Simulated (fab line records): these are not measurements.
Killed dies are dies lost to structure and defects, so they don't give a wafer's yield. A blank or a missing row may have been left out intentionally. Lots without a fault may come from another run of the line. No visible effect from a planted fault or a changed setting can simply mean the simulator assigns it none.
Commonality check across tools + flow sky130 + Sample size 12 lots and 36 wafers

== WHY IT WAS OPENED ==
SKY_VIA2_THK_MEAS_01, reading VIA2_HDPCVD_THK: flagged on 2 of 12 lots. No-fault wafers: 1175 nm, standard deviation 11.
Rule: a lot gets a flag if all its wafers with a number sit over 4 standard deviations from that mean, or if no wafer of it has a number. All remaining lots are regarded as sound.

| lot  | measured     | on            | VIA2_HDPCVD_THK (nm), wafer by wafer | flag    |
|------|--------------|---------------|--------------------------------------|---------|
| L953 | day 35 11:25 | film-metro-03 | 1200 1193 1191                       |         |
| L954 | day 35 17:22 | film-metro-04 | 1195 1181 1177                       |         |
| L956 | day 37 00:58 | film-metro-04 | 1166 1157 1164                       |         |
| L958 | day 37 16:11 | film-metro-03 | 1172 1189 1169                       |         |
| L957 | day 37 20:44 | film-metro-03 | 1176 1168 1176                       |         |
| L964 | day 39 09:18 | film-metro-03 | 1158 1179 1171                       |         |
| L965 | day 39 15:58 | film-metro-04 | 2387 2372 2369                       | FLAGGED |
| L966 | day 39 19:04 | film-metro-01 | 2348 2342 2360                       | FLAGGED |
| L967 | day 40 01:48 | film-metro-01 | 1165 1171 1170                       |         |
| L968 | day 40 12:01 | film-metro-03 | 1159 1171 1165                       |         |
| L970 | day 41 06:28 | film-metro-01 | 1175 1164 1160                       |         |
| L975 | day 41 22:22 | film-metro-04 | 1174 1162 1158                       |         |
Averaged over the flagged lots the numbers come to 2363 nm, +1188 nm from the usual (+99 or more standard deviations).

== WHICH TOOL EACH LOT WENT THROUGH ==
3 process steps preceding the reading are held in the record, out of 708 steps in the route. Every cell lists first the tool, next ch and the chambers used by the sampled wafers, and last the start.
| lot  | flag    | SKY_VIA1_CVD_21               | SKY_METAL2_SPUTTER_00        | SKY_VIA2_HDPCVD_00               |
|------|---------|-------------------------------|------------------------------|----------------------------------|
| L953 |         | cvd-w-01 ch 0,1, day 34 07:13 | pvd-sputter-04, day 34 07:47 | hdpcvd-01 ch 0,2, day 35 11:16   |
| L954 |         | cvd-w-02 ch 0,1, day 34 12:14 | pvd-sputter-01, day 34 12:48 | hdpcvd-01 ch 1,2, day 35 17:11   |
| L956 |         | cvd-w-01 ch 0,1, day 35 21:31 | pvd-sputter-01, day 35 22:03 | hdpcvd-02 ch 0,1,2, day 37 00:52 |
| L958 |         | cvd-w-01 ch 0, day 36 13:04   | pvd-sputter-04, day 36 13:39 | hdpcvd-01 ch 0,1,2, day 37 16:04 |
| L957 |         | cvd-w-02 ch 0,1, day 36 17:01 | pvd-sputter-01, day 36 17:36 | hdpcvd-01 ch 0,2, day 37 20:37   |
| L964 |         | cvd-w-01 ch 1, day 38 05:38   | pvd-sputter-04, day 38 06:12 | hdpcvd-02 ch 1,2, day 39 09:10   |
| L965 | FLAGGED | cvd-w-01 ch 0,1, day 38 12:44 | pvd-sputter-02, day 38 13:19 | hdpcvd-02 ch 1,2, day 39 15:32   |
| L966 | FLAGGED | cvd-w-02 ch 0,1, day 38 15:58 | pvd-sputter-02, day 38 16:32 | hdpcvd-01 ch 0,2, day 39 18:25   |
| L967 |         | cvd-w-02 ch 0,1, day 38 22:59 | pvd-sputter-04, day 38 23:34 | hdpcvd-01 ch 0,2, day 40 01:37   |
| L968 |         | cvd-w-02 ch 0,1, day 39 09:31 | pvd-sputter-04, day 39 10:16 | hdpcvd-02 ch 0,1, day 40 11:53   |
| L970 |         | cvd-w-01 ch 0,1, day 39 20:56 | pvd-sputter-02, day 39 21:31 | hdpcvd-02 ch 1,2, day 41 06:20   |
| L975 |         | cvd-w-02 ch 0,1, day 40 21:56 | pvd-sputter-04, day 40 22:29 | hdpcvd-02 ch 1,2, day 41 22:13   |
What the steps here do:
- SKY_VIA1_CVD_21: deposits W, target thk 270 nm, time 80.902 s.
- SKY_METAL2_SPUTTER_00: material Ti, target thk 15 nm, time 10 s.
- SKY_VIA2_HDPCVD_00: deposits SiO2, target thk 1180 nm, time 196.7 s.
- SKY_VIA2_THK_MEAS_01

== FLAGGED AGAINST TOTAL, ONE TOOL AT A TIME (gauges that did the reading follow at the end) ==
| step                  | tool           | lots run | flagged | share of the flagged lots | sound lots run after its first flagged lot |
|-----------------------|----------------|----------|---------|---------------------------|--------------------------------------------|
| SKY_VIA1_CVD_21       | cvd-w-01       | 6        | 1       | some                      | 1 (L970)                                   |
| SKY_VIA1_CVD_21       | cvd-w-02       | 6        | 1       | some                      | 3 (L967,L968,L975)                         |
| SKY_METAL2_SPUTTER_00 | pvd-sputter-01 | 3        | 0       | none                      | -                                          |
| SKY_METAL2_SPUTTER_00 | pvd-sputter-02 | 3        | 2       | all                       | 1 (L970)                                   |
| SKY_METAL2_SPUTTER_00 | pvd-sputter-04 | 6        | 0       | none                      | -                                          |
| SKY_VIA2_HDPCVD_00    | hdpcvd-01      | 6        | 1       | some                      | 1 (L967)                                   |
| SKY_VIA2_HDPCVD_00    | hdpcvd-02      | 6        | 1       | some                      | 3 (L968,L970,L975)                         |
| SKY_VIA2_THK_MEAS_01  | film-metro-01  | 3        | 1       | some                      | 2 (L967,L970)                              |
| SKY_VIA2_THK_MEAS_01  | film-metro-03  | 5        | 0       | none                      | -                                          |
| SKY_VIA2_THK_MEAS_01  | film-metro-04  | 4        | 1       | some                      | 1 (L975)                                   |

== WHAT IS ALLOWED BY THE TABLE ==
In the table, 1 row covers all flagged lots: pvd-sputter-02 at SKY_METAL2_SPUTTER_00.
- pvd-sputter-02 at SKY_METAL2_SPUTTER_00 ran 3 lots, 2 of them flagged. Sound lots ran on it after the first flagged one (L970), which a lasting fault on the whole tool wouldn't allow.
There is no row in the table that ran each flagged lot and no sound lot after the first.

== WHAT THE SIMULATOR PUT IN ==
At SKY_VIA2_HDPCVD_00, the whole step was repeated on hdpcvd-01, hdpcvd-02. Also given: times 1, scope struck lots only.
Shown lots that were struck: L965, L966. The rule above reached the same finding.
